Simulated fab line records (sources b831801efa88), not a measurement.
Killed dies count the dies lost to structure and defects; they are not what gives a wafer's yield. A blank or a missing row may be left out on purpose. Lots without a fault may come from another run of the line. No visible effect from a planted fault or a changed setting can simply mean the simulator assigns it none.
Problem report, 8D (eight disciplines) form, completed by code / flow sky130 / the parts of the form that need people (team, actions taken, sign-off) are left out

== 1. PROBLEM STATEMENT ==
Wafers free of any fault read 147.0 ohm/sq (standard deviation 0.48) for SD_P_RS at SKY_SD_N_RS_MEAS_17, against a mean of 151.4 ohm/sq on 6 wafers of 2 lots. Measured from the usual mean, that is +9.1 standard deviations.
The step: measures by four-point-probe.
First observed at day 32 18:08: wafer L698.2, on filmMetro-04. The record has a number at this step for 30 wafers belonging to 10 lots. Rule for "out", or "out of limits": more than 4 standard deviations from the usual mean. Any other wafer with a number is counted as sound.

== 2. WHAT IT IS; WHAT IT IS NOT ==
question=which readings at this step | is=SD_P_RS | is not=-
question=which lots | is=L698, L701 | is not=L686, L687, L688, L689, L692, L703, L706, L709
question=which wafers of those lots | is=all that have a number | is not=-
question=read on which gauges | is=filmMetro-01, filmMetro-04 | is not=filmMetro-02
question=when | is=from day 32 18:08 | is not=up to then (15 sound wafers); but 9 sound wafers of L703, L706, L709 came after

== 3. WHAT RULES OUT EACH SUSPECT ==
Counting: a tool stays on the suspect list if, at a process step up to the reading, it processed all lots that are out and no sound lot following the first of them.
- ruled out: the gauge at SKY_SD_N_RS_MEAS_17. The wafers that are out were read on 2 gauges (filmMetro-01, filmMetro-04).
- implanter-01 at SKY_SD_P_IMPLANT_09: ruled out as a lasting fault. Following L698 (day 30 10:26), the first lot on it that is out, the sound lots L709 were run on it.
Left after counting: nothing in the record.

== 4. THE CAUSE (what the simulator had put in) ==
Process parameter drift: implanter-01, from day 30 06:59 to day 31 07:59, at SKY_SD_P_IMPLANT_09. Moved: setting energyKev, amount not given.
It was ruled out by counting, in error; the rule expects a fault to strike all lots run on its tool from its start on, and this fault did not.

== 5. THE CHAIN OF EFFECTS, in route order ==
Each row: a reading where the mean over the struck wafers with a number is more than 3 standard deviations away from the usual. Only readings whose record carries a usual standard deviation are examined. hours: median over the lots of the time between each lot's start at the first step of this table that gives one and its start at this step. sigmas: the change, counted in usual standard deviations.
hours=0; step=SKY_SD_P_IMPLANT_09; reading=beamEnergyKeV; usual=20.000; on struck wafers=18.764; change=-1.236; sigmas=-99 or more
hours=0; step=SKY_SD_P_STRIP_10; reading=stripTimeToEndpointS; usual=17.49 s; on struck wafers=17.34; change=-0.15; sigmas=-4.4
hours=55; step=SKY_SD_N_RS_MEAS_17; reading=SD_P_RS; usual=147.0 ohm/sq; on struck wafers=151.4; change=+4.4; sigmas=+9.1
Process steps it contains:
- SKY_SD_P_IMPLANT_09
- SKY_SD_P_STRIP_10: strips in O2/N2.
Later steps that measure or inspect, where all struck wafers having a row at the step show a number for every such reading and not one has moved that far: SKY_VIA2_THK_MEAS_23.

== 6. WHAT WOULD HAVE CAUGHT IT SOONER ==
59 hours passed between the start of the fault at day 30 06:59 and the first reading out of limits at a measuring or inspecting step in this record, taken at day 32 18:08.
At SKY_SD_P_IMPLANT_09, the tool's own readings (beamEnergyKeV) were out on each struck wafer the step has a row for, so an alarm limit on them would have fired on the first such wafer.
